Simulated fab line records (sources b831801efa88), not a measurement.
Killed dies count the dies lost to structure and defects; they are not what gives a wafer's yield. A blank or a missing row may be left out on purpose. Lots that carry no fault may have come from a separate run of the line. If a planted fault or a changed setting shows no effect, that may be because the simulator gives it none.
One fault seen from 2 desks | flow sky130 | each desk has only its own numbers; what lay behind them comes last

== THE TOOL OWNER'S DESK: pvd_sputter-01 ==
The tool's own readings at SKY_METAL2_SPUTTER_02 (material AlCu, target thk 250 nm, time 13.3 s): means of the sampled wafers that have a number, for each lot that ran on this tool. The brackets show how far a lot's mean lies from the usual mean; more than 4 standard deviations puts the lot out of limits, marked OUT.
Columns: A = throttle_valve_pct at SKY_METAL2_SPUTTER_02, usual 29.8 %
lot  | first seen here | A
L663 | day 36 02:50    | 30.3
L669 | day 38 22:26    | 30.6
L671 | day 39 14:39    | 30.0
L674 | day 39 18:20    | 30.8
L676 | day 40 04:07    | 29.9
Result from this desk: across the 5 lots, nothing is out of limits.

== THE METROLOGY DESK ==
What the gauges read, lot by lot, whatever tool the lot ran on: means of the sampled wafers that have a number. The brackets show how far a lot's mean lies from the usual mean; more than 4 standard deviations puts the lot out of limits, marked OUT.
Columns: A = VIA1_BOW at SKY_VIA1_BOW_MEAS_03, usual 81 um; B = METAL2_ALCU_RS at SKY_METAL2_RS_MEAS_05, usual 0.1264 ohm/sq; C = METAL2_ALCU_THK at SKY_METAL2_THK_MEAS_06, usual 248 nm
lot  | first seen here | A  | B                | C
L658 | day 33 07:30    | 82 | 0.1267           | 248
L663 | day 34 23:04    | 90 | 0.1278           | 245
L666 | day 36 09:36    | 73 | 0.1256           | 249
L668 | day 37 03:55    | 79 | 0.1281           | 244
L669 | day 37 19:14    | 79 | 0.1253           | 249
L671 | day 38 11:26    | 85 | 0.1269           | 244
L673 | day 38 15:46    | 86 | 0.1264           | 248
L674 | day 38 16:48    | 74 | 0.1817 (+35) OUT | 175 (-20) OUT
L675 | day 38 20:44    | 83 | 0.1246           | 250
L676 | day 39 01:41    | 89 | 0.1857 (+37) OUT | 172 (-21) OUT
Per this desk, out of limits: L674, L676; the first was L674, day 39 18:26 (METAL2_ALCU_RS at SKY_METAL2_RS_MEAS_05). Within limits: L658, L663, L666, L668, L669, L671, L673, L675.

== PUT TOGETHER ==
The metrology desk could have raised an alarm at day 39 18:26, on L674, L676.
The desk of the tool owner found nothing out of limits.
The tool owner's desk has L674, L676 on record, within its limits.
Every lot named ran SKY_METAL2_SPUTTER_02 on pvd_sputter-01.

== WHAT THE SIMULATOR PUT IN ==
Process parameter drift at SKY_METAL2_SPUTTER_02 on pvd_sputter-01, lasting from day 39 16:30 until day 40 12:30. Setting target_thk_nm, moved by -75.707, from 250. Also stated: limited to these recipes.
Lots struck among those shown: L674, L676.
Per desk, hours elapsed from the start of the fault to the first reading out of limits: for the metrology desk, 2.
